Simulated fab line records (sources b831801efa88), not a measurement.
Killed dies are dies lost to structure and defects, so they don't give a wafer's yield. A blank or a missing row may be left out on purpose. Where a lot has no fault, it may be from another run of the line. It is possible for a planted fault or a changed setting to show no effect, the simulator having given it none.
fab line records	flow sky130
record lots=5	wafers=14	last-day=50
route steps=708 shown LOCAL_INTERCONNECT@398 CONTACT@406 METAL1@434 PAD_OPEN@708
lots with no fault: from the same line, run without faults
start-h: hours from the record's opening day to when the first of the lot's shown wafers began	wait-h: hours from the lot's prior step to this one	" identical to the entry in the row above	L1.1+2: several wafers, shown together as one row	- either no value or no given start	* or withheld: withheld	< > ~ a bound
route shown NAME@n: NAME is a module with steps in the file, n the number in the route of the first one	usual: mean/standard deviation of fault-free wafers	same: alike in all rows	chamber/n: place in a boat	sites: the reading at each site	_std_site: their standard deviation	_edge_site: mean of outer sites minus mean of inner sites	radius-mm: how far each site lies from the wafer's centre	mask NAME#n: copy n	behind: the last tool/chamber to shape the wafer	hold: why the lot went on hold/how many hours it stayed there/how the hold came to an end	device: which transistor (n, p or np) failed to switch	end of line: the same wafers' tests at the end of the route	for a step that has no rows: nothing shown but its recipe	killed: at the first sort, the dies lost to defects and structure; wafer yield is something else	map: per-die view of a wafer (x killed, . not killed, _ where there is no die)
set.NAME: setting as actually run; set.NAME@STEP: the setting as run at that earlier step	model.NAME: the simulator's own value behind a step, which no gauge read
lots at selected steps of the route; one table per step, one row per wafer
services: the hour from which a tool's chamber was out of use, counted from the record's first day as start-h (under 0 if before that day), plus the number of hours and why
## steps
# step SKY_LOCAL_INTERCONNECT_CD_MEAS_11
# recipe target-cd-nm=170
# usual cd-nm=169.7/1.4
lot.wafer	tool	chamber	start-h	wait-h	cd-nm
L241.2	cd-sem-02	-	765.46	-	168.2
L241.4	"	-	"	"	168.5
L241.5	"	-	"	"	166.9
L245.1	cd-sem-01	-	801.56	-	169.8
L245.4	"	-	"	"	169.8
L245.5	"	-	"	"	168.7
L247.1	cd-sem-01	-	811.82	-	167.5
L247.3	"	-	"	"	167.5
L247.6	"	-	"	"	168.9
L249.4	cd-sem-02	-	829.22	-	171.0
L249.5	"	-	"	"	168.8
L249.6	"	-	"	"	169.9
L256.1	cd-sem-01	-	878.64	-	170.6
L256.6	"	-	"	"	169.6
# step SKY_LOCAL_INTERCONNECT_OVL_MEAS_12
# usual LOCAL_INTERCONNECT_OVL=0/5.8
lot.wafer	tool	chamber	start-h	wait-h	LOCAL_INTERCONNECT_OVL[nm]
L241.2	overlay-01	-	765.57	0.1	-3
L241.4	"	-	"	"	-6
L241.5	"	-	"	"	-1
L245.1	overlay-02	-	801.68	0.1	9
L245.4	"	-	"	"	9
L245.5	"	-	"	"	12
L247.1	overlay-01	-	811.94	0.1	-7
L247.3	"	-	"	"	-5
L247.6	"	-	"	"	6
L249.4	overlay-02	-	829.30	0.1	-6
L249.5	"	-	"	"	-6
L249.6	"	-	"	"	1
L256.1	overlay-02	-	878.76	0.1	-5
L256.6	"	-	"	"	-10
# step SKY_LOCAL_INTERCONNECT_ETCH_13
# recipe chemistry=N2/H2	target=BARC	ion-energy-ev=200	bias-w=100	pressure-mtorr=30	n2-flow-sccm=100	h2-flow-sccm=200	icp-w=500	stop-on=SiO2	time-s=45.9	target-depth-a=600
# step SKY_LOCAL_INTERCONNECT_METAL_ETCH_14
# recipe target-depth-nm=110	stop-on=PSG	chemistry=Cl2/BCl3	target=TiN	resist-sidewall-deg=88	pressure-mtorr=10	icp-w=900	bias-w=48.5	Cl2_flow_sccm=60	bcl3-flow-sccm=30	time-s=31.4
# usual drypump-motor-current-A=5.9/0.41	mfc-cl2-sccm=60.02/0.17	oes-product-au=0.940/0.0081	throttle-valve-pct=21.901/0.011
lot.wafer	tool	chamber	start-h	wait-h	drypump-motor-current-A	mfc-cl2-sccm	oes-product-au	rf-hours-counter-h	throttle-valve-pct
L241.2	rie-metal-02	0	765.66	0.0	6.3	60.00	0.938	4	21.888
L241.4	"	0	"	"	6.2	59.90	0.930	-	21.900
L241.5	"	0	"	"	6.3	60.01	0.927	-	21.907
L245.1	rie-metal-03	0	801.78	0.0	6.2	59.91	0.938	11	21.897
L245.4	"	0	"	"	6.2	60.01	0.941	-	21.895
L245.5	"	1	"	"	5.4	60.09	0.929	-	21.903
L247.1	rie-metal-02	0	812.04	0.0	6.3	59.93	0.944	6	21.895
L247.3	"	1	"	"	5.9	59.78	0.956	-	21.893
L247.6	"	1	"	"	5.9	60.02	0.941	-	21.902
L249.4	rie-metal-02	0	829.40	0.0	6.3	59.93	0.929	-	21.914
L249.5	"	1	"	"	5.8	60.23	0.930	-	21.905
L249.6	"	0	"	"	6.3	59.92	0.945	-	21.897
L256.1	rie-metal-04	1	878.86	0.0	5.2	59.91	0.936	7	21.904
L256.6	"	1	"	"	5.2	60.21	0.927	-	21.929
# step SKY_LOCAL_INTERCONNECT_STRIP_15
# recipe chemistry=O2/N2	power-w=1400	pressure-mtorr=1500	platen-temp-c=withheld	o2-flow-sccm=3000	n2-flow-sccm=300	overash-fraction=0.5
# step SKY_LOCAL_INTERCONNECT_STRIP_16
# recipe chemistry=post-etch-residue-remover	time-s=1200	temp-c=72.5
# step SKY_LOCAL_INTERCONNECT_CLEAN_17
# recipe chemistry=IPA	time-s=180	temp-c=25
# step SKY_LOCAL_INTERCONNECT_CLEAN_18
# recipe chemistry=O3/DIW	dry=n2-spin
# step SKY_CONTACT_CVD_00
# recipe material=Si3N4	target-thk-nm=75	temp-c=400	time-s=withheld	rf-w=450
# step SKY_CONTACT_THK_MEAS_01
# recipe reads=Si3N4_of_CONTACT_CVD_00
# usual CONTACT_CVD_00_THK=74.8/0.95
lot.wafer	tool	chamber	start-h	wait-h	CONTACT_CVD_00_THK[nm]
L241.2	film-metro-01	-	766.35	-	74.7
L241.4	"	-	"	"	75.8
L241.5	"	-	"	"	75.7
L245.1	film-metro-03	-	802.47	-	74.6
L245.4	"	-	"	"	75.0
L245.5	"	-	"	"	75.6
L247.1	film-metro-04	-	812.76	-	73.9
L247.3	"	-	"	"	75.6
L247.6	"	-	"	"	75.3
L249.4	film-metro-03	-	830.09	-	74.0
L249.5	"	-	"	"	74.9
L249.6	"	-	"	"	75.6
L256.1	film-metro-03	-	879.54	-	75.2
L256.6	"	-	"	"	75.4
# step SKY_CONTACT_HDPCVD_02
# recipe material=SiO2	target-thk-nm=565	sigma-open-frac=0.3	time-s=94.2	temp-c=600	sih4-flow-sccm=60	pressure-mtorr=6
# step SKY_CONTACT_THK_MEAS_03
# recipe reads=SiO2_of_CONTACT_HDPCVD_02
# usual CONTACT_HDPCVD_THK=567/7
lot.wafer	tool	chamber	start-h	wait-h	CONTACT_HDPCVD_THK[nm]
L241.2	film-metro-04	-	766.48	0.0	577
L241.4	"	-	"	"	570
L241.5	"	-	"	"	573
L245.1	film-metro-04	-	802.60	0.0	569
L245.4	"	-	"	"	579
L245.5	"	-	"	"	573
L247.1	film-metro-03	-	812.89	0.0	576
L247.3	"	-	"	"	567
L247.6	"	-	"	"	559
L249.4	film-metro-01	-	830.22	0.0	576
L249.5	"	-	"	"	573
L249.6	"	-	"	"	567
L256.1	film-metro-01	-	879.67	0.0	571
L256.6	"	-	"	"	560
# step SKY_CONTACT_CMP_04
# recipe material=SiO2	down-force-psi=4	platen-rpm=60	pad-velocity-m-s=0.94248
# usual motor-current-A=11.9/0.88	time-to-endpoint-s=84/4.2
lot.wafer	tool	chamber	start-h	wait-h	motor-current-A	time-to-endpoint-s	model.SiO2_of_CONTACT_HDPCVD_02.thk-nm
L241.4	cmp-02	1	766.53	0.0	11.9	85	341.1
L241.2	"	3	"	"	11.2	83	340.6
L241.5	"	1	"	"	11.7	87	341.4
L245.1	cmp-02	3	802.66	0.1	10.8	83	339.9
L245.4	"	1	"	"	12.5	92	340.1
L245.5	"	3	"	"	10.7	83	339.5
L247.1	cmp-02	3	812.95	0.1	11.5	82	338.9
L247.3	"	1	"	"	11.7	85	340.7
L247.6	"	0	"	"	12.8	76	338.7
L249.4	cmp-01	2	830.35	0.1	11.8	89	339.5
L249.5	"	0	"	"	11.7	86	338
L249.6	"	1	"	"	11.7	80	338.6
L256.1	cmp-01	1	879.73	0.1	12.6	99	304.7
L256.6	"	2	"	"	11.6	90	341.5
# step SKY_CONTACT_BOW_MEAS_05
# recipe mode=bow
# usual CONTACT_BOW=81/6.9
lot.wafer	tool	chamber	start-h	wait-h	CONTACT_BOW[um]
L241.2	film-metro-01	-	766.85	0.2	79
L241.4	"	-	"	"	73
L241.5	"	-	"	"	82
L245.1	film-metro-03	-	802.96	0.2	79
L245.4	"	-	"	"	79
L245.5	"	-	"	"	83
L247.1	film-metro-04	-	813.25	0.2	79
L247.3	"	-	"	"	82
L247.6	"	-	"	"	78
L249.4	film-metro-04	-	830.61	0.2	89
L249.5	"	-	"	"	91
L249.6	"	-	"	"	75
L256.1	film-metro-04	-	880.03	0.2	76
L256.6	"	-	"	"	87
# step SKY_CONTACT_DEHYDRATE_06
# recipe temp-c=200	time-s=60
# step SKY_CONTACT_HMDS_07
# recipe prime-time-s=60	prime-temp-c=120
# step SKY_CONTACT_COAT_08
# recipe resist=BARC	temp-c=withheld	time-s=withheld	spin-rpm=3000	resist-thk-nm=60
# step SKY_CONTACT_COAT_09
# recipe resist=KrF-thick	spin-rpm=3000	resist-thk-nm=450
# step SKY_CONTACT_SOFTBAKE_10
# recipe temp-c=100	time-s=90	resist=KrF-thick
# step SKY_CONTACT_EXPOSE_11
# recipe mask-id=CTM1	na=0.8	source-shape=annular	sigma-inner=0.55	sigma-outer=0.85	target-cd-nm=170	dose-mj=38
# step SKY_CONTACT_PEB_12
# recipe peb-temp-c=withheld	peb-time-s=withheld	resist=KrF-thick
# step SKY_CONTACT_DEVELOP_13
# recipe develop-time-s=60	resist=KrF-thick	dev-temp-c=21
# step SKY_CONTACT_CD_MEAS_14
# recipe target-cd-nm=170
# usual cd-nm=169.7/1.8
lot.wafer	tool	chamber	start-h	wait-h	cd-nm
L241.2	cd-sem-01	-	794.68	-	167.7
L241.4	"	-	"	"	168.9
L241.5	"	-	"	"	167.7
L245.1	cd-sem-01	-	829.51	-	172.6
L245.4	"	-	"	"	170.8
L245.5	"	-	"	"	171.2
L247.1	cd-sem-02	-	840.13	-	169.9
L247.3	"	-	"	"	169.8
L247.6	"	-	"	"	169.4
L249.4	cd-sem-02	-	857.64	-	170.1
L249.5	"	-	"	"	168.4
L249.6	"	-	"	"	168.0
L256.1	cd-sem-01	-	905.98	-	165.3
L256.6	"	-	"	"	165.1
# step SKY_CONTACT_OVL_MEAS_15
# usual CONTACT_OVL=-3/5
lot.wafer	tool	chamber	start-h	wait-h	CONTACT_OVL[nm]
L241.2	overlay-01	-	794.79	0.1	-3
L241.4	"	-	"	"	0
L241.5	"	-	"	"	-1
L245.1	overlay-02	-	829.63	0.1	-8
L245.4	"	-	"	"	-7
L245.5	"	-	"	"	-10
L247.1	overlay-02	-	840.25	0.1	2
L247.3	"	-	"	"	-4
L247.6	"	-	"	"	-3
L249.4	overlay-01	-	857.71	0.1	-9
L249.5	"	-	"	"	-9
L249.6	"	-	"	"	-7
L256.1	overlay-02	-	906.10	0.1	-7
L256.6	"	-	"	"	-8
# step SKY_CONTACT_ETCH_16
# recipe chemistry=N2/H2	target=BARC	ion-energy-ev=200	source-w=500	bias-w=100	pressure-mtorr=30	n2-flow-sccm=100	h2-flow-sccm=200	stop-on=SiO2	time-s=45.9	target-depth-a=600
# step SKY_CONTACT_ETCH_17
# recipe target=SiO2	chemistry=C4F8/O2/Ar	stop-on=Si3N4	mask-material=KrF-thick	source-w=1500	bias-w=1200	pressure-mtorr=40	c4f8-flow-sccm=withheld	O2_flow_sccm=6	Ar_flow_sccm=300	time-s=withheld	target-depth-a=3400
# usual oes-product-au=0.892/0.0047
lot.wafer	tool	chamber	start-h	wait-h	oes-product-au	model.etch.depth-nm	model.CONTACT.feature-depth-nm
L241.2	rie-diel-02	2	794.86	0.0	0.886	340.6	340.6
L241.4	"	0	"	"	0.900	341.1	341.1
L241.5	"	0	"	"	0.891	341.4	341.4
L245.1	rie-diel-03	2	829.71	0.0	0.887	339.9	339.9
L245.4	"	0	"	"	0.898	340.1	340.1
L245.5	"	0	"	"	0.897	339.5	339.5
L247.1	rie-diel-01	1	840.32	0.0	0.895	338.9	338.9
L247.3	"	0	"	"	0.885	340.7	340.7
L247.6	"	3	"	"	0.895	338.7	338.7
L249.4	rie-diel-02	0	857.77	0.0	0.883	339.5	339.5
L249.5	"	2	"	"	0.893	338	338
L249.6	"	1	"	"	0.891	338.6	338.6
L256.1	rie-diel-02	2	906.17	0.0	0.839	304.7	304.7
L256.6	"	1	"	"	0.895	341.5	341.5
# step SKY_CONTACT_ETCH_18
# recipe target=Si3N4	chemistry=CHF3/O2	stop-on=TiN	source-w=600	bias-w=200	pressure-mtorr=40	chf3-flow-sccm=50	O2_flow_sccm=5	time-s=39	target-depth-a=750
# step SKY_CONTACT_STRIP_19
# recipe chemistry=O2/N2	power-w=1400	pressure-mtorr=1500	platen-temp-c=withheld	o2-flow-sccm=3000	n2-flow-sccm=300	overash-fraction=0.5
# usual drypump-motor-current-A=5.8/0.47	oes-product-au=0.381/0.0049	strip-time-to-endpoint-s=3.61/0.031
lot.wafer	tool	chamber	start-h	wait-h	drypump-motor-current-A	oes-product-au	rf-hours-counter-h	strip-time-to-endpoint-s
L241.2	plasma-asher-03	0	794.95	-	5.4	0.378	34	3.58
L241.4	"	1	"	"	6.1	0.384	-	3.62
L241.5	"	1	"	"	6.1	0.384	-	3.63
L245.1	plasma-asher-02	1	829.80	-	5.2	0.384	101	3.66
L245.4	"	0	"	"	5.5	0.384	-	3.67
L245.5	"	0	"	"	5.5	0.381	-	3.67
L247.1	plasma-asher-04	0	840.41	-	6.4	0.378	9	3.59
L247.3	"	0	"	"	6.4	0.382	-	3.62
L247.6	"	0	"	"	6.4	0.380	-	3.58
L249.4	plasma-asher-04	0	857.90	-	6.4	0.376	-	3.65
L249.5	"	0	"	"	6.4	0.373	-	3.59
L249.6	"	1	"	"	6.1	0.385	-	3.61
L256.1	plasma-asher-04	0	906.26	-	6.4	0.375	15	3.56
L256.6	"	1	"	"	6.1	0.379	-	3.61
# step SKY_CONTACT_STRIP_20
# recipe chemistry=post-etch-residue-remover	time-s=1200	temp-c=72.5
# step SKY_CONTACT_CLEAN_21
# recipe chemistry=IPA	time-s=180	temp-c=25
# step SKY_CONTACT_CLEAN_22
# recipe chemistry=O3/DIW	dry=n2-spin
# step SKY_CONTACT_SPUTTER_23
# recipe material=TiN	target-thk-nm=20	chamber-pressure-pa=5	power-w=4000	time-s=80
# usual throttle-valve-pct=30.2/1.4
lot.wafer	tool	chamber	start-h	wait-h	throttle-valve-pct
L241.2	pvd-sputter-04	-	795.54	0.0	30.0
L241.4	"	-	"	"	28.4
L241.5	"	-	"	"	30.7
L245.1	pvd-sputter-04	-	830.39	0.0	28.4
L245.4	"	-	"	"	30.8
L245.5	"	-	"	"	28.2
L247.1	pvd-sputter-01	-	841.06	0.0	32.1
L247.3	"	-	"	"	31.4
L247.6	"	-	"	"	31.5
L249.4	pvd-sputter-01	-	858.56	0.0	31.7
L249.5	"	-	"	"	31.9
L249.6	"	-	"	"	31.0
L256.1	pvd-sputter-04	-	906.86	0.0	28.3
L256.6	"	-	"	"	28.7
# step SKY_CONTACT_CVD_24
# recipe material=W	target-thk-nm=340	time-s=102.12	temp-c=400	pressure-torr=40
# step SKY_CONTACT_RS_MEAS_25
# recipe thk-meas-gauge=four-point-probe	reads=W_of_CONTACT_CVD_24+TiN_of_CONTACT_SPUTTER_23
# usual CONTACT_W_RS=0.336/0.0052
lot.wafer	tool	chamber	start-h	wait-h	CONTACT_W_RS[ohm/sq]
L241.2	film-metro-03	-	795.74	0.1	0.336
L241.4	"	-	"	"	0.342
L241.5	"	-	"	"	0.339
L245.1	film-metro-03	-	830.57	0.1	0.334
L245.4	"	-	"	"	0.347
L245.5	"	-	"	"	0.341
L247.1	film-metro-03	-	841.23	0.1	0.333
L247.3	"	-	"	"	0.332
L247.6	"	-	"	"	0.344
L249.4	film-metro-03	-	858.79	0.1	0.335
L249.5	"	-	"	"	0.338
L249.6	"	-	"	"	0.338
L256.1	film-metro-03	-	907.04	0.1	0.343
L256.6	"	-	"	"	0.329
# step SKY_CONTACT_THK_MEAS_26
# recipe thk-meas-gauge=xrf	reads=W_of_CONTACT_CVD_24
# usual CONTACT_W_THK=337/5.7
lot.wafer	tool	chamber	start-h	wait-h	CONTACT_W_THK[nm]
L241.2	film-metro-03	-	795.85	0.1	341
L241.4	"	-	"	"	334
L241.5	"	-	"	"	336
L245.1	film-metro-03	-	830.69	0.1	344
L245.4	"	-	"	"	329
L245.5	"	-	"	"	334
L247.1	film-metro-03	-	841.35	0.1	343
L247.3	"	-	"	"	345
L247.6	"	-	"	"	332
L249.4	film-metro-03	-	858.88	0.1	340
L249.5	"	-	"	"	336
L249.6	"	-	"	"	339
L256.1	film-metro-03	-	907.16	0.1	330
L256.6	"	-	"	"	344
# step SKY_CONTACT_CMP_27
# recipe stop-on=SiO2	t-overpolish-s=15	down-force-psi=3.5	platen-rpm=60	target-thk-nm=0	pad-velocity-m-s=0.94248
# step SKY_METAL1_SPUTTER_00
# recipe material=Ti	target-thk-nm=15	power-w=3000	time-s=10	chamber-pressure-pa=0.4
# usual throttle-valve-pct=30.1/1.2
lot.wafer	tool	chamber	start-h	wait-h	throttle-valve-pct
L241.2	pvd-sputter-01	-	796.20	0.1	32.0
L241.4	"	-	"	"	31.0
L241.5	"	-	"	"	31.7
L245.1	pvd-sputter-02	-	831.05	0.1	29.8
L245.4	"	-	"	"	29.2
L245.5	"	-	"	"	29.9
L247.1	pvd-sputter-02	-	841.71	0.2	29.2
L247.3	"	-	"	"	29.7
L247.6	"	-	"	"	28.8
L249.4	pvd-sputter-02	-	859.21	0.1	29.5
L249.5	"	-	"	"	28.8
L249.6	"	-	"	"	30.5
L256.1	pvd-sputter-02	-	907.52	0.2	28.9
L256.6	"	-	"	"	29.3
# step SKY_METAL1_SPUTTER_01
# recipe material=TiN	target-thk-nm=20	power-w=6500	time-s=16.7	chamber-pressure-pa=0.4
# usual throttle-valve-pct=30.1/1.2
lot.wafer	tool	chamber	start-h	wait-h	throttle-valve-pct
L241.2	pvd-sputter-01	-	796.22	0.0	32.0
L241.4	"	-	"	"	31.2
L241.5	"	-	"	"	31.7
L245.1	pvd-sputter-02	-	831.07	0.0	29.7
L245.4	"	-	"	"	28.9
L245.5	"	-	"	"	29.8
L247.1	pvd-sputter-02	-	841.74	0.0	28.9
L247.3	"	-	"	"	29.7
L247.6	"	-	"	"	28.9
L249.4	pvd-sputter-02	-	859.24	0.0	29.8
L249.5	"	-	"	"	29.1
L249.6	"	-	"	"	30.8
L256.1	pvd-sputter-02	-	907.56	0.0	28.8
L256.6	"	-	"	"	29.1
# step SKY_METAL1_SPUTTER_02
# recipe material=AlCu	target-thk-nm=250	power-w=10600	time-s=13.3	chamber-pressure-pa=0.4
# step SKY_METAL1_SPUTTER_03
# recipe material=Ti	target-thk-nm=5	power-w=3000	time-s=3.3	chamber-pressure-pa=0.4
# step SKY_METAL1_SPUTTER_04
# recipe material=TiN	target-thk-nm=70	power-w=6500	time-s=58.3	chamber-pressure-pa=0.4
# step SKY_METAL1_RS_MEAS_05
# recipe thk-meas-gauge=four-point-probe	reads=TiN_of_METAL1_SPUTTER_04+Ti_of_METAL1_SPUTTER_03+AlCu_of_METAL1_SPUTTER_02+TiN_of_METAL1_SPUTTER_01+Ti_of_METAL1_SPUTTER_00
# usual METAL1_ALCU_RS=0.1275/0.0016
lot.wafer	tool	chamber	start-h	wait-h	METAL1_ALCU_RS[ohm/sq]
L241.2	film-metro-03	-	796.36	0.0	0.1280
L241.4	"	-	"	"	0.1270
L241.5	"	-	"	"	0.1275
L245.1	film-metro-01	-	831.19	0.0	0.1311
L245.4	"	-	"	"	0.1282
L245.5	"	-	"	"	0.1300
L247.1	film-metro-02	-	841.85	0.0	0.1252
L247.3	"	-	"	"	0.1269
L247.6	"	-	"	"	0.1251
L249.4	film-metro-01	-	859.41	0.1	0.1297
L249.5	"	-	"	"	0.1278
L249.6	"	-	"	"	0.1284
L256.1	film-metro-01	-	907.73	0.0	0.1282
L256.6	"	-	"	"	0.1293
# step SKY_METAL1_METAL_ETCH_19
# recipe target-depth-a=3600	stop-on=SiO2	over-etch-frac=0.3	time-s=78	chemistry=Cl2/BCl3	resist-sidewall-deg=88	pressure-mtorr=10	icp-w=900	bias-w=48.5	Cl2_flow_sccm=60	bcl3-flow-sccm=30
# usual drypump-motor-current-A=5.8/0.33	mfc-cl2-sccm=60.00/0.17	oes-product-au=0.852/0.0064	throttle-valve-pct=22.263/0.01
lot.wafer	tool	chamber	start-h	wait-h	drypump-motor-current-A	mfc-cl2-sccm	oes-product-au	rf-hours-counter-h	throttle-valve-pct	model.SiO2_of_CONTACT_HDPCVD_02.thk-nm
L241.2	rie-metal-02	1	823.74	0.0	5.9	60.24	0.849	15	22.272	326.5
L241.4	"	1	"	"	5.9	60.16	0.851	-	22.279	327.1
L241.5	"	0	"	"	6.3	60.09	0.858	-	22.288	327.5
L245.1	rie-metal-01	1	858.67	0.0	5.7	60.05	0.853	1	22.252	325.9
L245.4	"	1	"	"	5.7	59.86	0.856	-	22.274	326.2
L245.5	"	1	"	"	5.7	59.86	0.845	-	22.253	325.7
L247.1	rie-metal-01	1	869.29	0.1	5.7	60.20	0.866	2	22.275	325.1
L247.3	"	1	"	"	5.7	60.00	0.843	-	22.285	326.8
L247.6	"	1	"	"	5.7	59.84	0.854	-	22.264	324.9
L249.4	rie-metal-02	0	885.77	0.1	6.3	59.61	0.853	-	22.244	325.7
L249.5	"	1	"	"	5.8	60.07	0.844	-	22.271	323.8
L249.6	"	0	"	"	6.3	59.82	0.852	-	22.265	324.9
L256.1	rie-metal-01	0	932.59	0.0	5.6	60.33	0.854	2	22.272	290.4
L256.6	"	0	"	"	5.6	60.10	0.846	-	22.283	327.2
# step SKY_PAD_OPEN_PROBE_99
# usual killed_at_M0_to_M3=44/7.2	killed_at_M4_up=2.9/1.8	killed-at-contacts=24/5.2	killed-at-front-end=15/4	killed-at-other=0.2/0.49	killed-dies=85/9.1	killed-open=47/6.8	killed-short=38/5.7
# same gross-dies=492	killed-at-back-side=0
lot.wafer	tool	chamber	start-h	wait-h	killed_at_M0_to_M3	killed_at_M4_up	killed-at-contacts	killed-at-front-end	killed-at-other	killed-dies	killed-open	killed-short
L245.1	prober-01	-	1154.05	0.1	52	1	28	14	0	95	52	43
L245.4	prober-01	-	1154.20	0.2	49	0	20	16	0	85	49	36
L245.5	prober-01	-	1154.25	0.2	34	2	30	13	0	79	47	32
L249.4	prober-01	-	1175.42	0.2	39	2	24	20	1	86	48	38
L249.5	prober-01	-	1175.47	0.2	26	5	29	20	1	81	37	44
L249.6	prober-01	-	1175.52	0.2	29	1	25	10	2	67	39	28
L256.1	prober-02	-	1205.45	0.1	34	5	16	10	0	65	36	29
L256.6	prober-02	-	1205.70	0.2	45	1	20	10	0	76	38	38
# killed by level:class
L245.1 VIA1:geometric-particle:open=14 CONTACT:geometric-particle:open=10 VIA1:geometric-particle:short=10 LI_CONTACT:geometric-particle:open=8 VIA3:geometric-particle:open=7 METAL1:geometric-particle:short=6 CONTACT:geometric-particle:short=6 VIA2:geometric-particle:open=5
L245.4 VIA1:geometric-particle:open=17 METAL1:geometric-particle:short=9 FIELD_ISO:geometric-particle:open=7 LI_CONTACT:geometric-particle:open=6 VIA3:geometric-particle:open=6 LI_CONTACT:geometric-particle:short=4 CONTACT:geometric-particle:open=4 CONTACT:geometric-particle:short=4
L245.5 CONTACT:geometric-particle:open=13 VIA1:geometric-particle:open=6 LI_CONTACT:geometric-particle:open=5 CONTACT:geometric-particle:short=5 LOCAL_INTERCONNECT:geometric-particle:short=5 VIA3:geometric-particle:open=5 METAL1:geometric-particle:short=4 METAL2:geometric-particle:short=4
L249.4 CONTACT:geometric-particle:open=10 POLY_GATE:geometric-particle:open=9 VIA1:geometric-particle:open=9 VIA2:geometric-particle:open=7 LI_CONTACT:geometric-particle:open=6 METAL2:geometric-particle:short=6 CONTACT:geometric-particle:short=5 METAL1:geometric-particle:short=5
L249.5 LOCAL_INTERCONNECT:geometric-particle:short=7 VIA1:geometric-particle:open=7 CONTACT:geometric-particle:open=7 FIELD_ISO:geometric-particle:short=6 VIA1:geometric-particle:short=6 LI_CONTACT:geometric-particle:open=5 METAL4:geometric-particle:short=4 LI_CONTACT:geometric-particle:short=4
L249.6 CONTACT:geometric-particle:open=8 VIA1:geometric-particle:open=7 LI_CONTACT:geometric-particle:open=7 LOCAL_INTERCONNECT:geometric-particle:short=5 VIA1:geometric-particle:short=4 FIELD_ISO:geometric-particle:short=3 POLY_GATE:geometric-particle:short=3 CONTACT:geometric-particle:short=3
L256.1 VIA1:geometric-particle:open=10 VIA3:geometric-particle:open=7 CONTACT:geometric-particle:open=6 VIA1:geometric-particle:short=6 LOCAL_INTERCONNECT:geometric-particle:short=5 VIA2:geometric-particle:open=4 FIELD_ISO:geometric-particle:short=3 FIELD_ISO:geometric-particle:open=3
L256.6 VIA1:geometric-particle:open=12 LI_CONTACT:geometric-particle:short=6 VIA3:geometric-particle:open=6 CONTACT:geometric-particle:open=5 VIA1:geometric-particle:short=5 METAL2:geometric-particle:short=5 VIA2:geometric-particle:open=5 METAL3:geometric-particle:short=5
## services
tool	chamber	start-h	hours	kind
pvd-sputter-02	-	744.56	13.8	repair
rie-diel-02	-	748.10	0.9	repair
cmp-01	-	749.50	4.0	pm
pvd-sputter-02	-	753.37	1.3	repair
pvd-sputter-02	-	769.51	2.3	repair
cmp-02	-	773.32	1.6	repair
plasma-asher-04	-	776.10	7.5	repair
rie-diel-02	2	783.51	3.7	repair
pvd-sputter-04	-	801.15	5.0	repair
plasma-asher-04	-	802.42	2.7	pm
rie-diel-02	2	802.92	45.2	repair
rie-metal-01	1	803.30	20.7	repair
pvd-sputter-04	-	810.33	0.9	repair
plasma-asher-04	-	835.15	0.3	repair
cmp-02	-	844.01	6.1	repair
rie-metal-01	-	845.10	1.6	repair
pvd-sputter-04	-	850.83	2.8	repair
cmp-01	-	853.43	0.9	repair
cmp-02	-	862.74	19.6	pm
cmp-01	-	882.59	5.5	pm
cmp-02	-	892.65	5.4	pm
cmp-02	-	912.07	4.0	pm
cmp-02	-	912.90	1.0	repair
cmp-02	-	922.56	6.5	repair
## key
first-sign step=SKY_CONTACT_CMP_04	reading=time-to-endpoint-s	direction=up	sigmas=3.7	usual=*	struck=*
effect step=SKY_CONTACT_ETCH_17	reading=oes-product-au	direction=down	sigmas=11	usual=0.892	struck=0.839
model-effect step=SKY_CONTACT_CMP_04	value=SiO2_of_CONTACT_HDPCVD_02.thk-nm	without=338.7	struck=304.7
model-effect step=SKY_CONTACT_ETCH_17	value=etch.depth-nm	without=338.7	struck=304.7
model-effect step=SKY_METAL1_METAL_ETCH_19	value=SiO2_of_CONTACT_HDPCVD_02.thk-nm	without=324.4	struck=290.4
met-at SKY_CONTACT_CMP_04
struck-wafers L256.1
tester-left-out L256
onset-between 830.35 879.73
fault kind=process-parameter-drift	tool=cmp-01	chamber=-	onset-h=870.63	steps=SKY_CONTACT_CMP_04	channel=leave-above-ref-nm	offset=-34	shape=step	end-h=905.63	scope=struck-wafers-only	acts-in=these-recipes-only	stated=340
# tester-left-out: of these lots the tester's yield and bins aren't shown, on N5 and GAA mostly nor the transistor test; their killed dies are dies lost to structure and defects alone, not to doping, threshold or leakage, so they don't give the yield
